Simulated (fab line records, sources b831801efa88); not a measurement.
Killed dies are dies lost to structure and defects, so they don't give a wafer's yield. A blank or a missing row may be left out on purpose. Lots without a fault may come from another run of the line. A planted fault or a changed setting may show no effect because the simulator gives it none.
fab line records | flow sky130
record lots=12 wafers=36 last_day=50
route steps=708 shown VT_ADJUST_LVTN@116 VT_ADJUST_HVTR@141 RES_PROTECT@215 POLY_GATE@230
lots that met no fault: from a run of the same line without faults
start_h: hours from the record's first day to the start of the lot's first wafer shown | wait_h: hours since the lot's step before | " the same as in the row above | L1.1+2: a row that stands for several wafers | - no value, or no start given | * or withheld: withheld | < > ~ a bound
route shown NAME@n: a module of which the file shows steps, and the number in the route of the first | usual: mean/standard deviation of fault-free wafers | same: alike in all rows | chamber/n: place in a boat | sites: the reading at each site | _std_site: their standard deviation | _edge_site: outer sites' mean less inner sites' | radius_mm: how far each site lies from the wafer's centre | mask NAME#n: copy n | behind: the tool/chamber that last shaped the wafer | hold: why the lot was held/for how many hours/how that ended | device: the transistor (n, p or np) that didn't switch | end of line: the same wafers' tests at the end of the route | a step without rows: its recipe alone | killed: dies lost to structure and defects at the first sort, not the wafer's yield | map: a wafer's dies, x killed, . not, _ none there
set.NAME: the setting as run; set.NAME@STEP: as run at that earlier step | model.NAME: the simulator's own value behind a step, which no gauge read
steps of the route over a sample of lots; a table a step, a row a wafer
services: from which hour (start_h, from the record's first day; less than 0 if before it) a tool's chamber was out of use, for how many hours, and why
## steps
# step SKY_VT_ADJUST_LVTN_IMPLANT_19
# recipe species=B energy_kev=30 dose_cm2=6.5e+11 tilt_deg=withheld
# usual dose_ions_cm2=6.501e+11/7.5e+08 faraday_current_uA=3.67/0.079
# same implant_ion_amu=11
# columns lot.wafer tool chamber start_h wait_h dose_ions_cm2 faraday_current_uA
L715.2 implanter-02 0 173.04 0.0 6.496e+11 3.66
L715.3 " 0 " " 6.489e+11 3.58
L715.6 " 0 " " 6.493e+11 3.56
L716.1 implanter-03 0 175.80 0.0 6.491e+11 3.79
L716.3 " 0 " " 6.491e+11 3.60
L716.6 " 0 " " 6.503e+11 3.62
L717.2 implanter-01 0 180.40 0.0 6.508e+11 3.68
L717.4 " 0 " " 6.496e+11 3.55
L717.5 " 0 " " 6.494e+11 3.63
L718.1 implanter-01 0 184.24 0.0 6.514e+11 3.62
L718.2 " 0 " " 6.501e+11 3.78
L718.4 " 0 " " 6.501e+11 3.71
L719.1 implanter-01 0 190.98 0.0 6.508e+11 3.54
L719.2 " 0 " " 6.495e+11 3.74
L719.4 " 0 " " 6.513e+11 3.68
L723.2 implanter-01 0 221.11 0.0 8.983e+11 5.09
L723.5 " 0 " " 8.968e+11 4.92
L723.6 " 0 " " 8.982e+11 5.14
L725.4 implanter-01 0 234.68 0.1 8.972e+11 5.17
L725.5 " 0 " " 8.981e+11 5.10
L725.6 " 0 " " 8.968e+11 5.06
L729.2 implanter-03 0 263.18 0.0 6.504e+11 3.64
L729.3 " 0 " " 6.519e+11 3.60
L729.4 " 0 " " 6.502e+11 3.76
L731.4 implanter-03 0 278.03 0.1 6.491e+11 3.74
L731.5 " 0 " " 6.508e+11 3.81
L731.6 " 0 " " 6.504e+11 3.72
L733.3 implanter-01 0 289.50 0.1 6.501e+11 3.77
L733.4 " 0 " " 6.5e+11 3.75
L733.5 " 0 " " 6.508e+11 3.50
L734.2 implanter-02 0 297.45 0.0 6.501e+11 3.57
L734.3 " 0 " " 6.508e+11 3.76
L734.6 " 0 " " 6.511e+11 3.60
L735.2 implanter-01 0 307.88 0.0 6.494e+11 3.73
L735.3 " 0 " " 6.498e+11 3.75
L735.6 " 0 " " 6.509e+11 3.73
# step SKY_VT_ADJUST_LVTN_TW_MEAS_21
# usual VT_ADJUST_LVTN_2_TW=189.6/1.3
# columns lot.wafer tool chamber start_h wait_h VT_ADJUST_LVTN_2_TW
L715.2 film_metro-02 - 173.27 0.1 190.5
L715.3 " - " " 190.5
L715.6 " - " " 189.7
L716.1 film_metro-04 - 176.05 0.1 190.3
L716.3 " - " " 188.7
L716.6 " - " " 191.3
L717.2 film_metro-04 - 180.64 0.1 190.8
L717.4 " - " " 190.0
L717.5 " - " " 191.8
L718.1 film_metro-02 - 184.49 0.1 190.9
L718.2 " - " " 190.9
L718.4 " - " " 190.5
L719.1 film_metro-03 - 191.23 0.1 188.5
L719.2 " - " " 189.4
L719.4 " - " " 188.6
L723.2 film_metro-04 - 221.35 0.1 207.2
L723.5 " - " " 208.6
L723.6 " - " " 208.0
L725.4 film_metro-04 - 234.88 0.1 208.4
L725.5 " - " " 206.9
L725.6 " - " " 207.9
L729.2 film_metro-02 - 263.41 0.1 190.3
L729.3 " - " " 191.3
L729.4 " - " " 191.2
L731.4 film_metro-03 - 278.23 0.1 188.0
L731.5 " - " " 188.1
L731.6 " - " " 188.4
L733.3 film_metro-03 - 289.72 0.1 187.3
L733.4 " - " " 186.9
L733.5 " - " " 187.8
L734.2 film_metro-02 - 297.69 0.1 192.0
L734.3 " - " " 190.6
L734.6 " - " " 191.3
L735.2 film_metro-04 - 308.11 0.1 188.1
L735.3 " - " " 189.4
L735.6 " - " " 188.3
# step SKY_VT_ADJUST_HVTR_STRIP_10
# recipe chemistry=O2/N2 power_w=1400 pressure_mtorr=1500 platen_temp_c=withheld o2_flow_sccm=3000 n2_flow_sccm=300 overash_fraction=0.5
# usual drypump_motor_current_A=5.42/0.28 oes_product_au=0.715/0.0042 strip_time_to_endpoint_s=14.19/0.036
# columns lot.wafer tool chamber start_h wait_h drypump_motor_current_A oes_product_au rf_hours_counter_h strip_time_to_endpoint_s
L715.2 plasma_asher-04 0 216.92 0.1 5.72 0.710 55 14.18
L715.3 " 1 " " 5.55 0.719 - 14.19
L715.6 " 0 " " 5.76 0.715 - 14.19
L716.1 plasma_asher-01 1 219.35 0.1 5.12 0.711 39 14.19
L716.3 " 0 " " 5.10 0.710 - 14.18
L716.6 " 0 " " 5.07 0.708 - 14.18
L717.2 plasma_asher-01 1 224.25 0.1 5.14 0.710 40 14.20
L717.4 " 0 " " 5.10 0.713 - 14.19
L717.5 " 1 " " 5.16 0.719 - 14.18
L718.1 plasma_asher-04 1 229.06 0.1 5.58 0.715 56 14.17
L718.2 " 0 " " 5.71 0.715 56 14.13
L718.4 " 1 " " 5.51 0.716 - 14.18
L719.1 plasma_asher-03 0 236.42 0.1 5.80 0.720 11 14.13
L719.2 " 1 " " 5.42 0.717 11 14.15
L719.4 " 0 " " 5.79 0.709 - 14.14
L723.2 plasma_asher-04 0 268.61 0.1 5.76 0.714 60 14.17
L723.5 " 0 " " 5.75 0.719 - 14.18
L723.6 " 1 " " 5.55 0.722 - 14.21
L725.4 plasma_asher-03 1 282.28 0.1 5.42 0.721 - 14.22
L725.5 " 1 " " 5.44 0.715 - 14.17
L725.6 " 0 " " 5.79 0.717 - 14.17
L729.2 plasma_asher-01 1 314.01 0.1 5.14 0.709 49 14.18
L729.3 " 0 " " 5.08 0.711 - 14.15
L729.4 " 1 " " 5.13 0.717 - 14.17
L731.4 plasma_asher-01 0 329.73 0.1 5.10 0.709 - 14.16
L731.5 " 1 " " 5.14 0.714 - 14.09
L731.6 " 0 " " 5.10 0.713 - 14.16
L733.3 plasma_asher-03 1 341.85 0.1 5.42 0.715 - 14.22
L733.4 " 0 " " 5.78 0.715 - 14.21
L733.5 " 0 " " 5.74 0.709 - 14.21
L734.2 plasma_asher-04 1 349.65 0.1 5.57 0.717 68 14.23
L734.3 " 1 " " 5.62 0.719 - 14.19
L734.6 " 1 " " 5.57 0.709 - 14.20
L735.2 plasma_asher-01 1 360.95 0.1 5.15 0.711 53 14.20
L735.3 " 1 " " 5.13 0.722 - 14.22
L735.6 " 0 " " 5.08 0.711 - 14.19
# step SKY_RES_PROTECT_TW_MEAS_08
# usual POLY_GATE_TW=4061/40
# columns lot.wafer tool chamber start_h wait_h POLY_GATE_TW
L715.2 film_metro-04 - 353.23 0.1 4081
L715.3 " - " " 4066
L715.6 " - " " 4104
L716.1 film_metro-03 - 357.77 0.1 4009
L716.3 " - " " 4002
L716.6 " - " " 3998
L718.1 film_metro-02 - 368.16 0.1 4060
L718.2 " - " " 4086
L718.4 " - " " 4089
L717.2 film_metro-04 - 368.51 0.1 4083
L717.4 " - " " 4065
L717.5 " - " " 4071
L719.1 film_metro-04 - 381.12 0.1 4061
L719.2 " - " " 4063
L719.4 " - " " 4075
L723.2 film_metro-04 - 415.52 0.1 4114
L723.5 " - " " 4066
L723.6 " - " " 4071
L725.4 film_metro-02 - 429.94 0.1 4053
L725.5 " - " " 4041
L725.6 " - " " 4066
L729.2 film_metro-03 - 482.21 0.1 4018
L729.3 " - " " 4017
L729.4 " - " " 4013
L731.4 film_metro-02 - 491.05 0.1 4102
L731.5 " - " " 4101
L731.6 " - " " 4122
L733.3 film_metro-03 - 497.34 0.1 4036
L733.4 " - " " 4014
L733.5 " - " " 4008
L734.2 film_metro-03 - 505.97 0.1 3980
L734.3 " - " " 3981
L734.6 " - " " 3976
L735.2 film_metro-02 - 519.46 0.1 4092
L735.3 " - " " 4092
L735.6 " - " " 4062
# step SKY_POLY_GATE_ETCH_16
# recipe stop_on=poly-Si chemistry=CH3F/O2 target=Si3N4 source_w=400 bias_w=80 pressure_mtorr=25 ch3f_flow_sccm=40 O2_flow_sccm=30 time_s=147.5 target_depth_a=750
# usual ch3f_flow_sccm=40.01/0.11 drypump_motor_current_A=5.8/0.35 oes_product_au=0.642/0.0048 throttle_valve_pct=10.535/0.0088
# columns lot.wafer tool chamber start_h wait_h ch3f_flow_sccm drypump_motor_current_A oes_product_au rf_hours_counter_h throttle_valve_pct
L715.2 rie_diel-03 3 381.76 0.0 39.72 6.3 0.637 5 10.548
L715.3 " 2 " " 40.07 6.3 0.632 7 10.531
L715.6 " 2 " " 39.98 6.2 0.642 - 10.533
L716.1 rie_diel-01 0 415.94 0.0 39.88 5.7 0.643 2 10.520
L716.3 " 2 " " 39.94 5.8 0.633 15 10.521
L716.6 " 3 " " 39.90 6.0 0.641 - 10.527
L717.2 rie_diel-02 3 416.51 0.0 39.95 5.8 0.643 0 10.540
L717.4 " 1 " " 39.87 6.1 0.649 - 10.532
L717.5 " 2 " " 40.02 5.5 0.648 - 10.537
L718.1 rie_diel-01 0 416.86 0.0 39.84 5.7 0.639 2 10.539
L718.2 " 3 " " 39.94 6.1 0.637 24 10.539
L718.4 " 2 " " 40.21 5.9 0.646 15 10.543
L719.1 rie_diel-03 2 417.21 0.0 39.90 6.3 0.638 7 10.529
L719.2 " 3 " " 40.20 6.4 0.647 5 10.524
L719.4 " 3 " " 40.07 6.4 0.648 - 10.535
L723.2 rie_diel-01 2 447.74 0.0 39.84 5.9 0.643 16 10.530
L723.5 " 1 " " 40.04 5.5 0.640 - 10.535
L723.6 " 0 " " 39.91 5.7 0.645 - 10.546
L725.4 rie_diel-01 3 462.61 0.0 39.98 6.0 0.639 26 10.520
L725.5 " 0 " " 40.01 5.7 0.645 - 10.536
L725.6 " 3 " " 40.08 6.1 0.634 - 10.528
L729.2 rie_diel-02 0 514.28 0.0 39.95 5.8 0.645 2 10.529
L729.3 " 2 " " 40.03 5.4 0.647 11 10.538
L729.4 " 3 " " 40.06 5.8 0.645 2 10.542
L731.4 rie_diel-01 1 523.50 0.0 39.99 5.4 0.650 6 10.522
L731.5 " 2 " " 40.11 5.9 0.638 - 10.540
L731.6 " 1 " " 40.00 5.4 0.646 - 10.533
L733.3 rie_diel-03 0 529.23 0.0 39.92 6.4 0.647 9 10.519
L733.4 " 1 " " 40.04 5.0 0.638 5 10.526
L733.5 " 1 " " 39.88 5.0 0.640 - 10.550
L734.2 rie_diel-01 3 539.23 0.0 39.95 6.1 0.635 27 10.529
L734.3 " 1 " " 40.05 5.4 0.650 6 10.525
L734.6 " 3 " " 40.01 6.1 0.642 - 10.546
L735.2 rie_diel-02 0 552.09 0.0 40.03 5.8 0.639 2 10.526
L735.3 " 1 " " 39.97 6.1 0.639 9 10.528
L735.6 " 2 " " 39.99 5.4 0.642 - 10.523
## services
# columns tool chamber start_h hours kind
rie_diel-03 2 180.37 1.6 repair
implanter-03 - 183.98 4.8 repair
implanter-03 - 185.05 2.4 repair
rie_diel-02 3 186.11 6.2 repair
plasma_asher-03 - 194.28 5.4 repair
rie_diel-01 3 199.24 2.6 repair
plasma_asher-04 - 199.25 1.9 repair
plasma_asher-01 - 211.20 2.1 repair
implanter-01 - 222.31 5.9 pm
rie_diel-01 - 238.82 28.1 pm
rie_diel-03 0 239.24 4.4 repair
plasma_asher-04 - 252.40 4.3 pm
rie_diel-01 0 271.78 10.1 repair
rie_diel-01 3 284.76 8.7 repair
implanter-01 - 304.57 1.0 repair
rie_diel-01 1 341.00 5.0 repair
plasma_asher-01 - 343.19 1.2 repair
rie_diel-01 - 355.79 0.3 repair
plasma_asher-01 - 371.03 14.6 pm
plasma_asher-01 - 385.63 2.8 pm
implanter-01 - 388.43 176.5 pm
plasma_asher-04 - 416.76 3.5 repair
rie_diel-01 0 449.45 10.3 repair
plasma_asher-01 - 474.35 0.6 repair
## key
first_sign step=SKY_VT_ADJUST_LVTN_IMPLANT_19 reading=dose_ions_cm2 direction=up sigmas=99+ usual=* struck=*
effect step=SKY_VT_ADJUST_LVTN_IMPLANT_19 reading=faraday_current_uA direction=up sigmas=18 usual=3.67 struck=5.08
effect step=SKY_VT_ADJUST_LVTN_TW_MEAS_21 reading=VT_ADJUST_LVTN_2_TW direction=up sigmas=14 usual=189.6 struck=207.8
met_at SKY_VT_ADJUST_LVTN_IMPLANT_19
struck_lots L723,L725
tester_left_out L723,L725
not_acting_at SKY_VT_ADJUST_HVTR_STRIP_10,SKY_RES_PROTECT_TW_MEAS_08,SKY_POLY_GATE_ETCH_16
onset_between 190.98 221.11
fault kind=process_parameter_drift tool=implanter-01 chamber=- onset_h=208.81 steps=SKY_VT_ADJUST_LVTN_IMPLANT_19 channel=dose_cm2 offset=* shape=step end_h=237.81 acts_in=* stated=*
# tester_left_out: of these lots the tester's yield and bins aren't shown, on N5 and GAA mostly nor the transistor test; their killed dies are dies lost to structure and defects alone, not to doping, threshold or leakage, so they don't give the yield
